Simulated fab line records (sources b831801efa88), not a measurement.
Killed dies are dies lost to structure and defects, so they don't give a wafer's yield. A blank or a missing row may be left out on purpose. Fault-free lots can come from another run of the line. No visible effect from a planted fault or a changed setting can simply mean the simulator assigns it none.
Which tool did it? | flow gf180mcu | 7 lots, 21 wafers sampled, at 3 steps of a route of 602

== WHAT THE GAUGES READ, wafer by wafer ==
GF_PSD_TW_MEAS_11.
lot  | measured     | on            | PSD_TW
L900 | day 14 23:35 | film-metro-04 | 3154 3148 3149
L902 | day 15 12:58 | film-metro-03 | 3139 3132 3137
L906 | day 16 23:32 | film-metro-03 | 3148 3145 3135
L913 | day 19 13:46 | film-metro-03 | 3108 3115 3106
L915 | day 20 13:43 | film-metro-02 | 30 30 30
L919 | day 21 23:05 | film-metro-03 | 3132 3131 3128
L921 | day 22 12:38 | film-metro-02 | 3193 3195 3194

== WHAT TOOL EACH LOT RAN ON (gives the tool, then ch and the chambers of the sampled wafers, and finally the start) ==
lot  | GF_NSD_STRIP_11                      | GF_PSD_STRIP_10
L900 | plasma-asher-04 ch 0,1, day 14 02:31 | plasma-asher-02 ch 0,1, day 14 23:29
L902 | plasma-asher-04 ch 0,1, day 14 15:40 | plasma-asher-02 ch 0,1, day 15 12:52
L906 | plasma-asher-04 ch 0,1, day 16 00:36 | plasma-asher-03 ch 0,1, day 16 23:26
L913 | plasma-asher-02 ch 0,1, day 18 13:01 | plasma-asher-01 ch 0,1, day 19 13:40
L915 | plasma-asher-03 ch 0,1, day 19 12:57 | plasma-asher-01 ch 0,1, day 20 13:37
L919 | plasma-asher-03 ch 0,1, day 20 23:00 | plasma-asher-03 ch 0,1, day 21 22:59
L921 | plasma-asher-04 ch 0,1, day 21 13:08 | plasma-asher-01 ch 0,1, day 22 12:32
- GF_NSD_STRIP_11: strips in O2/N2.
- GF_PSD_STRIP_10: strips in O2/N2.

== THE ANSWER, worked out from the rows above alone ==
Rule: the lots themselves supply what counts as usual. Put in order of their means at a reading, lots are off if they are a third of the lots or fewer, leave a main group of 4 or more, and stand apart from it by a gap of 3 or more times the standard deviation of the main group's means; of several such gaps the widest counts. The tables above print the reading to a certain number of digits; a main group whose means all agree to those digits is not used. A lot without any number at a reading at which 4 lots or more have one is off too. All remaining lots with rows at the step are treated as sound.
Off: L915, at GF_PSD_TW_MEAS_11 (PSD_TW). The main group has a mean of 3144 with a standard deviation of 26.
If a tool, at a process step before that reading, ran all the lots that are off and no sound lot after the first of them, it fits. Those tools and the gauges at GF_PSD_TW_MEAS_11 are tried in the same way. Not one of the candidates tried fits.

== WHAT THE SIMULATOR HAD PUT IN ==
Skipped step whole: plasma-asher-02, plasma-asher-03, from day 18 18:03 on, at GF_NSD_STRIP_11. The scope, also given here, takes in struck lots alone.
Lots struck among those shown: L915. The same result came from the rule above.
